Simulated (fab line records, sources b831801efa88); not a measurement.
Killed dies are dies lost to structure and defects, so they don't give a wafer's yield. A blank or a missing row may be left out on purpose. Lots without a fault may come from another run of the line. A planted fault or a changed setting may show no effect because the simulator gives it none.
Which tool did it? | flow sky130 | 14 lots, 42 wafers sampled, at 4 steps of a route of 708

WHAT THE GAUGES READ, wafer by wafer
SKY_VT_ADJUST_PCH_OVL_MEAS_07. Usual: VT_ADJUST_PCH_OVL 0.2 nm, standard deviation 1.1.
lot  | measured     | on         | VT_ADJUST_PCH_OVL (nm) | flag
L713 | day 11 04:13 | overlay-01 | 1.2 0.7 1.2            |
L712 | day 11 06:31 | overlay-01 | -0.4 0.2 -0.3          |
L714 | day 11 10:47 | overlay-01 | 1.4 -0.6 -0.3          |
L715 | day 11 23:34 | overlay-01 | 1.3 0.3 -0.5           |
L717 | day 12 05:03 | overlay-02 | 1.0 0.3 0.7            |
L718 | day 12 16:46 | overlay-01 | -0.7 -0.2 0.7          |
L721 | day 13 14:48 | overlay-01 | 0.6 -0.4 0.7           |
L726 | day 14 20:22 | overlay-01 | 0.8 -0.3 1.7           |
L727 | day 15 16:46 | overlay-01 | 2.1 1.8 1.5            |
L728 | day 15 22:36 | overlay-01 | 1.1 0.7 0.1            |
L729 | day 15 23:40 | overlay-02 | 1.2 1.4 0.6            |
L732 | day 17 03:09 | overlay-01 | -2.3 -0.3 -1.4         |
L733 | day 17 12:37 | overlay-01 | 0.4 2.4 1.8            |
L734 | day 17 21:34 | overlay-02 | 0.3 2.0 0.2            |

SKY_POLY_GATE_CD_MEAS_13: target cd 150 nm. Usual: cd_nm 150.0 nm, standard deviation 1.5.
lot  | measured     | on        | cd_nm (nm)        | flag
L713 | day 17 09:05 | cd_sem-02 | 146.7 147.0 148.1 |
L712 | day 17 07:43 | cd_sem-01 | 151.6 150.9 151.1 |
L714 | day 17 10:59 | cd_sem-01 | 153.1 154.0 154.0 |
L715 | day 19 13:41 | cd_sem-02 | 151.7 152.2 150.6 |
L717 | day 19 14:28 | cd_sem-01 | 149.8 149.1 149.7 |
L718 | day 19 21:49 | cd_sem-02 | 149.1 149.3 147.9 |
L721 | day 20 07:23 | cd_sem-02 | 150.2 150.8 150.6 |
L726 | day 21 22:05 | cd_sem-02 | 149.4 149.0 148.3 |
L727 | day 22 12:37 | cd_sem-02 | 149.3 149.3 148.7 |
L728 | day 22 17:34 | cd_sem-02 | 150.8 149.5 149.9 |
L729 | day 22 20:34 | cd_sem-01 | 148.6 149.5 151.1 |
L732 | day 24 06:19 | cd_sem-02 | 149.2 149.6 150.4 |
L733 | day 24 13:49 | cd_sem-02 | 149.5 149.4 150.3 |
L734 | day 24 17:41 | cd_sem-02 | 150.8 149.8 151.4 |

WHICH TOOL RAN EACH LOT (tool, then ch and the chambers of the sampled wafers, then the start)
lot  | SKY_SONOS_ONO_STRIP_17               | SKY_RES_PROTECT_COAT_02
L713 | plasma_asher-01 ch 0,1, day 13 14:35 | litho_track-01 ch 0, day 15 12:24
L712 | plasma_asher-02 ch 0,1, day 13 15:10 | litho_track-03 ch 0, day 15 10:37
L714 | plasma_asher-01 ch 0,1, day 13 17:43 | litho_track-01 ch 0, day 15 13:54
L715 | plasma_asher-03 ch 0,1, day 15 14:42 | litho_track-03 ch 0, day 17 11:59
L717 | plasma_asher-01 ch 0,1, day 15 15:47 | litho_track-03 ch 0, day 17 15:19
L718 | plasma_asher-02 ch 0,1, day 15 17:56 | litho_track-04 ch 0, day 17 19:18
L721 | plasma_asher-03 ch 1, day 15 21:44   | litho_track-03 ch 0, day 18 04:59
L726 | plasma_asher-03 ch 0,1, day 17 15:04 | litho_track-04 ch 0, day 19 21:44
L727 | plasma_asher-02 ch 0,1, day 18 08:29 | litho_track-01 ch 0, day 20 14:16
L728 | plasma_asher-01 ch 0,1, day 18 14:56 | litho_track-04, day 20 17:42
L729 | plasma_asher-03 ch 0,1, day 18 15:14 | litho_track-04, day 20 18:57
L732 | plasma_asher-02 ch 0,1, day 20 03:44 | litho_track-04 ch 0, day 22 06:42
L733 | plasma_asher-01 ch 0,1, day 20 10:56 | litho_track-01 ch 0, day 22 12:10
L734 | plasma_asher-03 ch 0,1, day 20 15:07 | litho_track-03 ch 0, day 22 18:08
- SKY_SONOS_ONO_STRIP_17: strips in O2/N2.
- SKY_RES_PROTECT_COAT_02: resist thk 1140 nm.

WHAT THE TOOLS THEMSELVES READ (means of the sampled wafers that have a number; where no wafer has one, the mark that the record gives instead)
SKY_SONOS_ONO_STRIP_17. Usual: drypump_motor_current_A 5.84 A, standard deviation 0.29; oes_product_au 0.710 a.u., standard deviation 0.0044; strip_time_to_endpoint_s 14.10 s, standard deviation 0.038.
lot  | tool            | drypump_motor_current_A (A) | oes_product_au (a.u.) | strip_time_to_endpoint_s (s) | flag
L713 | plasma_asher-01 | 6.07                        | 0.710                 | 14.05                        |
L712 | plasma_asher-02 | 5.76                        | 0.712                 | 14.11                        |
L714 | plasma_asher-01 | 6.18                        | 0.711                 | 14.10                        |
L715 | plasma_asher-03 | 5.51                        | 0.706                 | 14.15                        |
L717 | plasma_asher-01 | 6.09                        | 0.707                 | 14.14                        |
L718 | plasma_asher-02 | 5.68                        | 0.711                 | 14.15                        |
L721 | plasma_asher-03 | 5.43                        | 0.717                 | 14.13                        |
L726 | plasma_asher-03 | 5.51                        | 0.705                 | 14.08                        |
L727 | plasma_asher-02 | 5.69                        | 0.710                 | 14.06                        |
L728 | plasma_asher-01 | 6.08                        | 0.709                 | 14.09                        |
L729 | plasma_asher-03 | 5.58                        | 0.709                 | 14.08                        |
L732 | plasma_asher-02 | 5.74                        | 0.708                 | 14.09                        |
L733 | plasma_asher-01 | 6.18                        | 0.710                 | 14.14                        |
L734 | plasma_asher-03 | 5.49                        | 0.709                 | 14.16                        |

SKY_RES_PROTECT_COAT_02. Usual: chill_plate_temp_C 23.01 C, standard deviation 0.11; dispense_pressure_kPa 50 kPa, standard deviation 3.7.
lot  | tool           | chill_plate_temp_C (C) | dispense_pressure_kPa (kPa) | flag
L713 | litho_track-01 | 22.87                  | 55                          |
L712 | litho_track-03 | 22.94                  | 48                          |
L714 | litho_track-01 | 23.09                  | 55                          |
L715 | litho_track-03 | 23.03                  | 48                          |
L717 | litho_track-03 | 23.10                  | 48                          |
L718 | litho_track-04 | 22.99                  | 47                          |
L721 | litho_track-03 | 22.95                  | 48                          |
L726 | litho_track-04 | 22.93                  | 47                          |
L727 | litho_track-01 | 23.01                  | 55                          |
L728 | litho_track-04 | -                      | -                           | OFF
L729 | litho_track-04 | -                      | -                           | OFF
L732 | litho_track-04 | 23.01                  | 47                          |
L733 | litho_track-01 | 23.19                  | 55                          |
L734 | litho_track-03 | 23.02                  | 48                          |

THE ANSWER, worked out from the rows above alone
Rule: a lot is off if the mean of its wafers that have a number lies more than 3 standard deviations from the usual mean. A lot without any number at a reading at which 4 lots or more have one is off too. The other lots that the step has rows for count as sound. The gauges are gone through in route order, then the tools' own readings, and for those a lot's mean is taken as printed above. The first step at which some lot is off is used, and at that step the reading that is off furthest; a lot without a number counts as furthest.
Off: L728, L729, at SKY_RES_PROTECT_COAT_02 (chill_plate_temp_C). Without a number there: L728, L729.
A tool fits if, at that step or a process step before it, it ran every lot that is off, and no sound lot after the first of them. None of those tried fits.

WHAT THE SIMULATOR HAD PUT IN
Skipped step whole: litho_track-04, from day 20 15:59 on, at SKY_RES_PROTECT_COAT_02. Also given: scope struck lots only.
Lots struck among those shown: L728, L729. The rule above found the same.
